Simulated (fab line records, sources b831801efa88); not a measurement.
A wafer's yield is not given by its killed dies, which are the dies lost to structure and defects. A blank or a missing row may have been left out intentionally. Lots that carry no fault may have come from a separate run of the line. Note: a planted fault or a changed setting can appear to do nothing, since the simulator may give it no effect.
fab line records	flow sfq_line
[record] lots = 7	wafers = 21	last_day = 83
route steps=325 shown M3@132 I3@133 M4@148
lots that met no fault: from a run of the same line without faults
start_h: the number of hours between the record's first day and the start of the first shown wafer of the lot	wait_h: hours since the lot's step before	" the same as in the row above	L1.1+2: a row that stands for several wafers	- value missing, or start not given	* or withheld: withheld	< > ~ a bound
route shown NAME@n: a module of which the file shows steps, and the number in the route of the first	usual: mean/standard deviation taken from wafers without a fault	same: alike in all rows	chamber/n: place in a boat	sites: readings site by site	_std_site: the values' standard deviation	_edge_site: outer sites' mean less inner sites'	radius_mm: for every site, how far away it sits from the centre of the wafer	mask NAME#n: copy n	behind: the tool/chamber that last shaped the wafer	hold: why the lot went on hold/how many hours it stayed there/how the hold came to an end	device: names the non-switching transistor (n, p or np)	end of line: tests of these same wafers at the route's end	where a step has no rows: the recipe by itself	killed: not the wafer's yield, but the dies lost to structure and defects at the first sort	map: dies across one wafer; x = killed, . = not, _ = none there
set.NAME: the setting as run; set.NAME@STEP: as run at that earlier step	model.NAME: the simulator's own value behind a step, which no gauge read
lots at selected steps of the route; one table per step, one row per wafer
services: when a tool's chamber went out of use (start_h, in hours from the record's first day, below 0 if earlier), for how many hours, and the reason
[[steps]]
[step SFQ_TRILAYER_M3_STRIP_SOLV_CLEAN_080]
[recipe] chemistry = NMP	temp_c = 70	time_s = 600
[step SFQ_TRILAYER_I3_DEP_PECVD_081]
[recipe] material = SiO2	temp_c = 150	time_s = 111.11	pressure_torr = 2.4	rf_w = 183.3	precursor = SiH4/N2O	target_thk_nm = 500
[usual] heater_power_w = 81/13	throttle_valve_pct = 25.1/1.2
lot.wafer	tool	chamber	start_h	wait_h	heater_power_w	throttle_valve_pct
L953.1	pecvd-03	0	629.08	0.0	67	25.6
L953.2	"	2	"	"	72	26.5
L953.5	"	2	"	"	75	26.9
L960.3	pecvd-02	1	848.94	0.0	83	23.6
L960.5	"	0	"	"	85	26.0
L960.6	"	2	"	"	87	23.6
L961.3	pecvd-03	2	866.18	0.0	75	26.4
L961.4	"	1	"	"	82	24.9
L961.5	"	2	"	"	76	26.6
L968.1	pecvd-02	0	917.75	0.0	91	26.2
L968.2	"	2	"	"	84	24.1
L968.5	"	1	"	"	75	23.6
L969.1	pecvd-03	2	924.95	0.0	75	26.6
L969.2	"	0	"	"	70	25.6
L969.4	"	1	"	"	75	25.0
L970.2	pecvd-02	1	937.04	0.0	85	23.5
L970.5	"	2	"	"	85	23.5
L970.6	"	0	"	"	91	26.3
L975.2	pecvd-04	2	967.04	0.0	62	24.8
L975.4	"	2	"	"	63	24.6
L975.6	"	0	"	"	79	27.1
[step SFQ_TRILAYER_I3_CMP_CMP_082]
[recipe] material = SiO2	down_force_psi = 3	platen_rpm = 60	pad_velocity_m_s = 0.94248
[usual] motor_current_A = 9.3/0.65	time_to_endpoint_s = 217/6.5
lot.wafer	tool	chamber	start_h	wait_h	motor_current_A	time_to_endpoint_s
L953.2	cmp-01	0	643.90	14.8	8.8	214
L953.1	"	1	"	"	9.8	211
L953.5	"	0	645.90	16.7	8.8	219
L960.3	cmp-02	0	850.52	1.5	9.2	217
L960.5	"	1	"	"	9.9	220
L960.6	"	2	"	"	9.0	220
L961.4	cmp-02	0	873.52	7.3	9.0	221
L961.3	"	1	"	"	9.7	226
L961.5	"	0	875.52	9.3	9.1	222
L968.2	cmp-02	3	925.02	7.2	8.7	215
L968.1	"	2	926.52	8.7	9.1	201
L968.5	"	3	"	"	8.9	212
L969.1	cmp-01	1	937.70	12.7	9.6	218
L969.4	"	2	"	"	9.5	222
L969.2	"	3	"	"	10.9	219
L970.2	cmp-02	3	949.52	12.4	8.8	216
L970.5	"	2	951.02	13.9	9.1	219
L970.6	"	3	"	"	8.6	216
L975.2	cmp-02	3	976.02	8.9	8.7	221
L975.4	"	2	977.52	10.4	9.2	214
L975.6	"	3	"	"	8.8	222
[step SFQ_I3_BOW_MEAS_922]
[recipe] mode = bow
[usual] I3_BOW = 3/8.8
lot.wafer	tool	chamber	start_h	wait_h	I3_BOW[um]
L953.1	film_metro-03	-	646.90	2.0	13
L953.2	"	-	"	"	6
L953.5	"	-	"	"	12
L960.3	film_metro-03	-	852.06	1.0	3
L960.5	"	-	"	"	-6
L960.6	"	-	"	"	5
L961.3	film_metro-03	-	876.06	1.5	2
L961.4	"	-	"	"	5
L961.5	"	-	"	"	-8
L968.1	film_metro-03	-	928.02	1.0	-8
L968.2	"	-	"	"	-1
L968.5	"	-	"	"	8
L969.1	film_metro-02	-	940.70	2.5	22
L969.2	"	-	"	"	4
L969.4	"	-	"	"	13
L970.2	film_metro-02	-	952.04	2.0	10
L970.5	"	-	"	"	9
L970.6	"	-	"	"	15
L975.2	film_metro-02	-	979.04	2.5	-14
L975.4	"	-	"	"	-6
L975.6	"	-	"	"	-3
[step SFQ_TRILAYER_I3_METRO_MEASURE_083]
[usual] thk_nm = 200.1/1
lot.wafer	tool	chamber	start_h	wait_h	thk_nm
L953.1	film_metro-03	-	647.02	0.1	199.4
L953.2	"	-	"	"	200.6
L953.5	"	-	"	"	200.5
L960.3	film_metro-03	-	852.54	0.5	200.3
L960.5	"	-	"	"	199.5
L960.6	"	-	"	"	199.0
L961.3	film_metro-03	-	876.54	0.5	200.1
L961.4	"	-	"	"	200.6
L961.5	"	-	"	"	199.4
L968.1	film_metro-03	-	928.14	0.1	197.1
L968.2	"	-	"	"	199.4
L968.5	"	-	"	"	199.2
L969.1	film_metro-02	-	940.82	0.1	200.2
L969.2	"	-	"	"	200.1
L969.4	"	-	"	"	200.5
L970.2	film_metro-02	-	952.34	0.3	200.5
L970.5	"	-	"	"	201.1
L970.6	"	-	"	"	200.6
L975.2	film_metro-02	-	979.34	0.3	200.4
L975.4	"	-	"	"	199.9
L975.6	"	-	"	"	201.0
[step SFQ_TRILAYER_I3_VIA_LITHO_COAT_090]
[recipe] resist = BARC	spin_rpm = 3000	resist_thk_nm = 62
[step SFQ_TRILAYER_I3_VIA_LITHO_COAT_085]
[recipe] resist = KrF	spin_rpm = 3000	resist_thk_nm = 650
[step SFQ_TRILAYER_I3_VIA_LITHO_SOFTBAKE_089]
[recipe] temp_c = withheld	time_s = withheld	resist = KrF
[step SFQ_TRILAYER_I3_VIA_LITHO_EXPOSE_086]
[recipe] mask_id = I3	na = 0.6	source_shape = conventional	sigma_outer = 0.65	target_cd_nm = 500	dose_mj = 21.3
[step SFQ_TRILAYER_I3_VIA_LITHO_PEB_088]
[recipe] peb_temp_c = 115	peb_time_s = 60	resist = KrF
[step SFQ_TRILAYER_I3_VIA_LITHO_DEVELOP_087]
[recipe] time_s = 60	resist = KrF
[step SFQ_I3_OVL_MEAS_923]
[usual] I3_OVL = -2/5.9
lot.wafer	tool	chamber	start_h	wait_h	I3_OVL[nm]
L953.1	overlay-01	-	653.32	0.1	-6
L953.2	"	-	"	"	-6
L953.5	"	-	"	"	-8
L960.3	overlay-02	-	855.60	0.1	7
L960.5	"	-	"	"	3
L960.6	"	-	"	"	4
L961.3	overlay-01	-	879.75	0.1	3
L961.4	"	-	"	"	5
L961.5	"	-	"	"	4
L968.1	overlay-01	-	938.04	0.1	0
L968.2	"	-	"	"	-2
L968.5	"	-	"	"	-3
L969.1	overlay-01	-	944.74	0.1	-2
L969.2	"	-	"	"	6
L969.4	"	-	"	"	6
L970.2	overlay-02	-	955.68	0.1	-7
L970.5	"	-	"	"	-4
L970.6	"	-	"	"	-2
L975.2	overlay-02	-	982.59	0.1	-3
L975.4	"	-	"	"	-13
L975.6	"	-	"	"	-10
[step SFQ_TRILAYER_I3_VIA_BARC_OPEN_VIA_ETCH_121]
[recipe] mask_material = PR	chemistry = O2	target_depth_nm = 125	target = BARC	source_w = 500	bias_w = 77.09	pressure_mtorr = 30	time_s = 41.7
[usual] bias_w = 77.11/0.22	chamber_pressure_mTorr = 29.998/0.027	drypump_motor_current_A = 5.82/0.28	oes_product_au = 0.686/0.0046
lot.wafer	tool	chamber	start_h	wait_h	bias_w	chamber_pressure_mTorr	drypump_motor_current_A	oes_product_au	rf_hours_counter_h	model.KrF_of_TRILAYER_I3_VIA_LITHO_COAT_085.thk_nm
L953.1	rie_diel-01	2	653.36	0.0	76.92	29.980	5.55	0.690	5	572
L953.2	"	1	"	"	77.31	29.964	5.57	0.690	7	573.7
L953.5	"	3	"	"	77.07	29.969	5.69	0.686	-	572.8
L960.3	rie_diel-01	0	855.62	0.0	77.04	29.995	6.01	0.686	11	572.2
L960.5	"	3	"	"	77.23	30.038	5.68	0.679	-	572
L960.6	"	2	"	"	77.57	29.985	5.54	0.682	-	572.8
L961.3	rie_diel-01	3	879.77	0.0	77.15	30.020	5.67	0.690	0	571.2
L961.4	"	3	"	"	77.06	29.956	5.69	0.688	-	574.3
L961.5	"	0	"	"	77.07	30.005	6.00	0.682	-	571.6
L968.1	rie_diel-01	2	938.08	0.0	-	-	-	-	-	626.8
L968.2	"	0	"	"	-	-	-	-	-	626.1
L968.5	"	0	"	"	-	-	-	-	-	625.9
L969.1	rie_diel-01	0	944.77	0.0	-	-	-	-	-	625
L969.2	"	1	"	"	-	-	-	-	-	621.8
L969.4	"	3	"	"	-	-	-	-	-	622.5
L970.2	rie_diel-01	1	955.71	0.0	-	-	-	-	-	624.5
L970.5	"	2	"	"	-	-	-	-	-	624.2
L970.6	"	3	"	"	-	-	-	-	-	626.9
L975.2	rie_diel-03	2	982.62	0.0	77.10	29.997	6.24	0.684	12	575.6
L975.4	"	1	"	"	77.05	29.992	5.53	0.686	21	573.9
L975.6	"	2	"	"	77.16	30.003	6.22	0.684	-	575.1
[step SFQ_TRILAYER_I3_VIA_ETCH_VIA_ETCH_088]
[recipe] target = SiO2	stop_on = Nb	mask_material = PR	taper_deg = 20	chemistry = CHF3	target_depth_nm = 260	source_w = 500	bias_w = 80	pressure_mtorr = 30	time_s = withheld
[usual] bias_w = 80.02/0.22	chamber_pressure_mTorr = 29.998/0.027	drypump_motor_current_A = 5.83/0.28	oes_product_au = 0.855/0.005
lot.wafer	tool	chamber	start_h	wait_h	bias_w	chamber_pressure_mTorr	drypump_motor_current_A	oes_product_au	model.KrF_of_TRILAYER_I3_VIA_LITHO_COAT_085.thk_nm
L953.1	rie_diel-01	2	653.40	0.0	79.46	29.995	5.57	0.843	526.5
L953.2	"	1	"	"	79.93	29.993	5.59	0.854	529.1
L953.5	"	3	"	"	79.75	30.019	5.68	0.859	527.6
L960.3	rie_diel-01	0	855.66	0.0	80.25	30.034	6.04	0.853	527.8
L960.5	"	3	"	"	80.38	29.998	5.73	0.851	527.5
L960.6	"	2	"	"	80.51	30.039	5.58	0.854	527.4
L961.3	rie_diel-01	3	879.81	0.0	79.77	29.992	5.69	0.850	526.9
L961.4	"	3	"	"	80.02	29.966	5.71	0.861	530.1
L961.5	"	0	"	"	80.13	29.978	6.03	0.845	527
L968.1	rie_diel-01	2	938.12	0.0	80.03	29.999	5.57	0.376	581.5
L968.2	"	0	"	"	80.00	29.958	6.03	0.377	581.1
L968.5	"	0	"	"	79.85	29.985	6.04	0.380	581
L969.1	rie_diel-01	0	944.81	0.0	79.96	30.045	6.00	0.372	580.1
L969.2	"	1	"	"	79.82	29.963	5.61	0.383	576.9
L969.4	"	3	"	"	80.22	29.982	5.64	0.383	577.6
L970.2	rie_diel-01	1	955.74	0.0	79.90	29.998	5.57	0.374	579.1
L970.5	"	2	"	"	80.19	30.011	5.54	0.378	578.5
L970.6	"	3	"	"	80.17	30.069	5.70	0.372	581.9
L975.2	rie_diel-03	2	982.66	0.0	79.94	30.021	6.24	0.854	532
L975.4	"	1	"	"	80.05	30.003	5.60	0.850	529.3
L975.6	"	2	"	"	79.91	29.978	6.24	0.860	531.3
[step SFQ_TRILAYER_I3_VIA_STRIP_STRIP_089]
[recipe] gas = O2	power_w = 200	platen_temp_c = 40	overash_fraction = 0.65	chemistry = O2	pressure_mtorr = 50
[usual] chamber_pressure_mTorr = 50.00/0.049	drypump_motor_current_A = 5.26/0.27	oes_product_au = 1.000/0.0075
lot.wafer	tool	chamber	start_h	wait_h	chamber_pressure_mTorr	drypump_motor_current_A	oes_product_au	rf_hours_counter_h
L953.1	rie_metal-02	1	653.51	-	50.09	5.27	0.993	11
L953.2	"	0	"	"	50.05	5.30	0.992	137
L953.5	"	1	"	"	49.98	5.28	0.994	-
L960.3	rie_metal-02	1	856.18	-	49.98	5.27	0.996	-
L960.5	"	1	"	"	49.95	5.28	0.996	-
L960.6	"	1	"	"	50.04	5.28	0.984	-
L961.3	rie_metal-03	0	880.12	-	50.03	4.76	1.006	-
L961.4	"	1	"	"	49.96	5.74	1.021	-
L961.5	"	1	"	"	49.98	5.73	1.015	-
L968.1	rie_metal-03	1	938.23	-	50.05	5.71	1.010	131
L968.2	"	0	"	"	49.98	4.76	0.991	118
L968.5	"	0	"	"	49.92	4.77	0.999	-
L969.1	rie_metal-04	1	944.92	-	49.97	5.45	0.999	83
L969.2	"	0	"	"	49.96	5.03	1.012	56
L969.4	"	0	"	"	50.07	5.05	1.007	-
L970.2	rie_metal-02	0	956.06	-	50.13	5.28	1.007	-
L970.5	"	0	"	"	49.95	5.28	1.004	-
L970.6	"	0	"	"	49.92	5.28	1.001	-
L975.2	rie_metal-02	0	982.78	-	49.99	5.29	1.002	21
L975.4	"	0	"	"	50.00	5.28	0.992	-
L975.6	"	0	"	"	49.95	5.30	0.996	-
[step SFQ_TRILAYER_I3_VIA_STRIP_SOLV_CLEAN_090]
[recipe] chemistry = NMP	temp_c = 70	time_s = 600
[step SFQ_TRILAYER_M4_DEP_PRE_CLEAN_092]
[recipe] gas = Ar	time_s = 22.5	bias_v = 250
[step SFQ_TRILAYER_M4_DEP_SPUTTER_091]
[recipe] material = Nb	base_pressure_pa = 1.33e-06	chamber_pressure_pa = 0.1333	substrate_temp_c = 20	resputter_cathode_voltage_v = 400	target_thk_nm = 200	power_w = 2000	time_s = 133.3
[usual] throttle_valve_pct = 29.9/0.82
lot.wafer	tool	chamber	start_h	wait_h	throttle_valve_pct
L953.1	pvd_sputter-05	-	654.31	0.0	30.2
L953.2	"	-	"	"	29.6
L953.5	"	-	"	"	29.8
L960.3	pvd_sputter-03	-	857.18	0.0	30.5
L960.5	"	-	"	"	29.4
L960.6	"	-	"	"	30.4
L961.3	pvd_sputter-05	-	880.73	0.0	29.9
L961.4	"	-	"	"	28.3
L961.5	"	-	"	"	28.4
L968.1	pvd_sputter-03	-	939.05	0.0	29.9
L968.2	"	-	"	"	28.7
L968.5	"	-	"	"	28.7
L969.1	pvd_sputter-05	-	945.76	0.0	28.4
L969.2	"	-	"	"	30.4
L969.4	"	-	"	"	30.2
L970.2	pvd_sputter-03	-	957.28	0.0	28.7
L970.5	"	-	"	"	29.7
L970.6	"	-	"	"	28.8
L975.2	pvd_sputter-04	-	983.58	0.0	30.8
L975.4	"	-	"	"	30.6
L975.6	"	-	"	"	30.7
[step SFQ_M4_RS_MEAS_924]
[recipe] thk_meas_gauge = four-point-probe	reads = Nb_of_TRILAYER_M4_DEP_SPUTTER_091
[usual] M4_NB_RS = 0.891/0.0079
lot.wafer	tool	chamber	start_h	wait_h	M4_NB_RS[ohm/sq]
L953.1	film_metro-04	-	654.40	0.0	0.899
L953.2	"	-	"	"	0.896
L953.5	"	-	"	"	0.896
L960.3	film_metro-02	-	857.31	0.1	0.877
L960.5	"	-	"	"	0.890
L960.6	"	-	"	"	0.879
L961.3	film_metro-04	-	880.86	0.1	0.893
L961.4	"	-	"	"	0.881
L961.5	"	-	"	"	0.886
L968.1	film_metro-04	-	939.14	0.0	0.900
L968.2	"	-	"	"	0.903
L968.5	"	-	"	"	0.900
L969.1	film_metro-02	-	945.85	0.0	0.884
L969.2	"	-	"	"	0.888
L969.4	"	-	"	"	0.880
L970.2	film_metro-02	-	957.39	0.1	0.891
L970.5	"	-	"	"	0.892
L970.6	"	-	"	"	0.889
L975.2	film_metro-01	-	983.69	0.1	0.900
L975.4	"	-	"	"	0.889
L975.6	"	-	"	"	0.894
[step SFQ_TRILAYER_M4_LITHO_COAT_098]
[recipe] resist = BARC	spin_rpm = 3000	resist_thk_nm = 62
[step SFQ_TRILAYER_M4_LITHO_COAT_093]
[recipe] resist = KrF	spin_rpm = 3000	resist_thk_nm = 600
[step SFQ_TRILAYER_M4_LITHO_SOFTBAKE_097]
[recipe] temp_c = withheld	time_s = withheld	resist = KrF
[step SFQ_TRILAYER_M4_LITHO_EXPOSE_094]
[recipe] mask_id = M4	na = 0.6	source_shape = conventional	sigma_outer = 0.65	target_cd_nm = 500	dose_mj = 14.4
[usual] exposure_dose_mJ_cm2 = 14.399/0.013	focus_offset_nm = 0.0/0.56
lot.wafer	tool	chamber	start_h	wait_h	mask	exposure_dose_mJ_cm2	focus_offset_nm
L953.1	krf_scanner-02	0	794.10	-	M4#0	14.376	0.2
L953.2	"	0	"	"	M4#0	14.399	1.0
L953.5	"	0	"	"	M4#0	14.397	-0.2
L960.3	krf_scanner-02	0	859.89	-	M4#0	14.390	-1.3
L960.5	"	0	"	"	M4#0	14.387	-0.3
L960.6	"	0	"	"	M4#0	14.397	-0.4
L961.3	krf_scanner-02	0	882.24	-	M4#0	14.405	0.4
L961.4	"	0	"	"	M4#0	14.418	0.5
L961.5	"	0	"	"	M4#0	14.401	0.1
L968.1	krf_scanner-01	-	1078.39	-	M4#0	-	-
L968.2	"	-	"	"	M4#0	-	-
L968.5	"	-	"	"	M4#0	-	-
L969.1	krf_scanner-01	-	1083.19	-	M4#0	-	-
L969.2	"	-	"	"	M4#0	-	-
L969.4	"	-	"	"	M4#0	-	-
L970.2	krf_scanner-01	-	1095.39	-	M4#0	-	-
L970.5	"	-	"	"	M4#0	-	-
L970.6	"	-	"	"	M4#0	-	-
L975.2	krf_scanner-01	0	1127.79	-	M4#0	14.380	0.1
L975.4	"	0	"	"	M4#0	14.377	0.0
L975.6	"	0	"	"	M4#0	14.384	1.3
[step SFQ_TRILAYER_M4_LITHO_PEB_096]
[recipe] peb_temp_c = 115	peb_time_s = 60	resist = KrF
[[services]]
tool	chamber	start_h	hours	kind
rie_metal-02	-	606.04	2.8	pm
krf_scanner-01	-	608.64	1.3	pm
krf_scanner-01	-	612.34	1.5	pm
film_metro-03	-	612.96	0.4	pm
rie_metal-02	-	621.31	2.0	repair
cmp-02	-	722.75	5.7	pm
cmp-02	-	740.75	4.7	pm
cmp-02	-	768.73	3.9	repair
rie_diel-01	1	852.06	4.2	repair
cmp-02	-	865.23	1.0	repair
rie_diel-01	1	870.17	11.3	repair
rie_diel-01	3	884.73	6.7	repair
rie_diel-01	3	899.66	12.0	repair
rie_diel-01	1	907.24	18.6	repair
cmp-02	-	921.02	4.0	pm
cmp-02	-	944.23	0.6	repair
rie_diel-01	3	992.13	7.4	repair
cmp-02	-	1002.30	1.1	repair
rie_diel-01	1	1022.78	6.2	repair
rie_diel-01	3	1023.19	8.4	repair
rie_diel-01	1	1075.69	4.3	repair
cmp-02	-	1075.94	2.5	repair
rie_diel-01	2	1090.07	7.4	repair
cmp-02	-	1109.16	5.1	pm
[[key]]
[first_sign] step = SFQ_TRILAYER_I3_VIA_BARC_OPEN_VIA_ETCH_121	reading = tool_record	direction = missing
[effect] step = SFQ_TRILAYER_I3_VIA_ETCH_VIA_ETCH_088	reading = oes_product_au	direction = down	sigmas = 96	usual = 0.855	struck = 0.377
[effect] step = SFQ_TRILAYER_M4_LITHO_EXPOSE_094	reading = tool_record	direction = missing
[model_effect] step = SFQ_TRILAYER_I3_VIA_BARC_OPEN_VIA_ETCH_121	value = KrF_of_TRILAYER_I3_VIA_LITHO_COAT_085.thk_nm	without = 573.6	struck = 624.8
[model_effect] step = SFQ_TRILAYER_I3_VIA_ETCH_VIA_ETCH_088	value = KrF_of_TRILAYER_I3_VIA_LITHO_COAT_085.thk_nm	without = 528.5	struck = 579.8
met_at SFQ_TRILAYER_I3_VIA_BARC_OPEN_VIA_ETCH_121
struck_wafers L968.1,L968.2,L968.5,L969.1,L969.2,L969.4,L970.2,L970.5,L970.6
onset_between 879.77 938.08
[fault] kind = skipped_step_whole	tool = rie_diel-01	chamber = -	onset_h = 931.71	steps = SFQ_TRILAYER_I3_VIA_BARC_OPEN_VIA_ETCH_121	scope = struck_lots_only
